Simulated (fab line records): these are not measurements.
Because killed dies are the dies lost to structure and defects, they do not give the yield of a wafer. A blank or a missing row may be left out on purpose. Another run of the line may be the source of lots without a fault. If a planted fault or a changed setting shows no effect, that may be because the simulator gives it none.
Matching of chambers || flow sfq_line || 4 sister chambers for SFQ_TRILAYER_I0_CMP_CMP_028 on cmp-01
The step polishes SiO2. 15 wafers are shown with their chamber, then 7 later ones without.

WAFERS, EACH WITH ITS CHAMBER
{"wafer": "L966.3", "chamber": 3, "motor_current_A (A)": 8.6, "time_to_endpoint_s (s)": 211, "retaining_ring_pressure_frac": 1.002}
{"wafer": "L966.4", "chamber": 0, "motor_current_A (A)": 8.5, "time_to_endpoint_s (s)": 222, "retaining_ring_pressure_frac": 0.997}
{"wafer": "L966.6", "chamber": 1, "motor_current_A (A)": 9.1, "time_to_endpoint_s (s)": 217, "retaining_ring_pressure_frac": 1.001}
{"wafer": "L967.2", "chamber": 0, "motor_current_A (A)": 8.2, "time_to_endpoint_s (s)": 215, "retaining_ring_pressure_frac": 1.003}
{"wafer": "L967.3", "chamber": 1, "motor_current_A (A)": 9.4, "time_to_endpoint_s (s)": 215, "retaining_ring_pressure_frac": 1.004}
{"wafer": "L967.5", "chamber": 0, "motor_current_A (A)": 8.2, "time_to_endpoint_s (s)": 224, "retaining_ring_pressure_frac": 0.998}
{"wafer": "L972.4", "chamber": 1, "motor_current_A (A)": 9.4, "time_to_endpoint_s (s)": 200, "retaining_ring_pressure_frac": 0.996}
{"wafer": "L972.2", "chamber": 0, "motor_current_A (A)": 8.8, "time_to_endpoint_s (s)": 202, "retaining_ring_pressure_frac": 1.004}
{"wafer": "L972.5", "chamber": 1, "motor_current_A (A)": 9.2, "time_to_endpoint_s (s)": 213, "retaining_ring_pressure_frac": 0.999}
{"wafer": "L975.3", "chamber": 1, "motor_current_A (A)": 9.5, "time_to_endpoint_s (s)": 217, "retaining_ring_pressure_frac": 0.996}
{"wafer": "L975.2", "chamber": 0, "motor_current_A (A)": 8.3, "time_to_endpoint_s (s)": 212, "retaining_ring_pressure_frac": 1.003}
{"wafer": "L975.6", "chamber": 2, "motor_current_A (A)": 12.1, "time_to_endpoint_s (s)": 225, "retaining_ring_pressure_frac": 1.004}
{"wafer": "L976.1", "chamber": 2, "motor_current_A (A)": 12.7, "time_to_endpoint_s (s)": 212, "retaining_ring_pressure_frac": 0.997}
{"wafer": "L976.4", "chamber": 1, "motor_current_A (A)": 9.2, "time_to_endpoint_s (s)": 215, "retaining_ring_pressure_frac": 1.002}
{"wafer": "L976.5", "chamber": 1, "motor_current_A (A)": 9.1, "time_to_endpoint_s (s)": 218, "retaining_ring_pressure_frac": 0.990}

SIGNATURES, as means of the wafers listed above
{"reading": "motor_current_A", "chamber 0": 8.400, "chamber 1": 9.271, "chamber 2": 12.400, "chamber 3": 8.600, "scatter within a chamber": 0.232}
{"reading": "time_to_endpoint_s", "chamber 0": 215.00, "chamber 1": 213.57, "chamber 2": 218.50, "chamber 3": 211.00, "scatter within a chamber": 7.53}
{"reading": "retaining_ring_pressure_frac", "chamber 0": 1.00100, "chamber 1": 0.99829, "chamber 2": 1.00050, "chamber 3": 1.00200, "scatter within a chamber": 0.00426}
Rule: a wafer's distance from a chamber is the root of the sum, over the readings, of the square of ((its reading less the chamber's mean) divided by the reading's scatter). The wafer belongs to the nearest chamber; if the next one is less than 2 further off, it can't be placed. How the scatter is found: for the shown wafers, subtract from each reading the mean of its chamber, square and add these, divide the total by (wafers less chambers), then take the root.

WAFERS WITHOUT THEIR CHAMBER
{"wafer": "L978.2", "motor_current_A (A)": 12.0, "time_to_endpoint_s (s)": 205, "retaining_ring_pressure_frac": 1.014}
{"wafer": "L978.3", "motor_current_A (A)": 8.5, "time_to_endpoint_s (s)": 210, "retaining_ring_pressure_frac": 0.996}
{"wafer": "L978.6", "motor_current_A (A)": 8.1, "time_to_endpoint_s (s)": 213, "retaining_ring_pressure_frac": 0.998}
{"wafer": "L981.3", "motor_current_A (A)": 8.5, "time_to_endpoint_s (s)": 207, "retaining_ring_pressure_frac": 1.004}
{"wafer": "L981.6", "motor_current_A (A)": 8.3, "time_to_endpoint_s (s)": 219, "retaining_ring_pressure_frac": 1.005}
{"wafer": "L983.3", "motor_current_A (A)": 11.2, "time_to_endpoint_s (s)": 209, "retaining_ring_pressure_frac": 1.000}
{"wafer": "L983.6", "motor_current_A (A)": 12.6, "time_to_endpoint_s (s)": 214, "retaining_ring_pressure_frac": 1.002}

EACH ONE'S CHAMBER
{"wafer": "L978.2", "from the rows above": 2, "in truth": 2}
{"wafer": "L978.3", "from the rows above": "can't be placed: 0 or 3 or 1", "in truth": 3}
{"wafer": "L978.6", "from the rows above": "can't be placed: 0 or 3", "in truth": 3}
{"wafer": "L981.3", "from the rows above": "can't be placed: 3 or 0", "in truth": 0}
{"wafer": "L981.6", "from the rows above": "can't be placed: 0 or 3", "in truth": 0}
{"wafer": "L983.3", "from the rows above": 2, "in truth": 2}
{"wafer": "L983.6", "from the rows above": 2, "in truth": 2}
Correctly placed: 3 of 7. Cannot be placed on the basis of these rows: 4; the candidates contain the true chamber in 4. 0 placed wrongly.
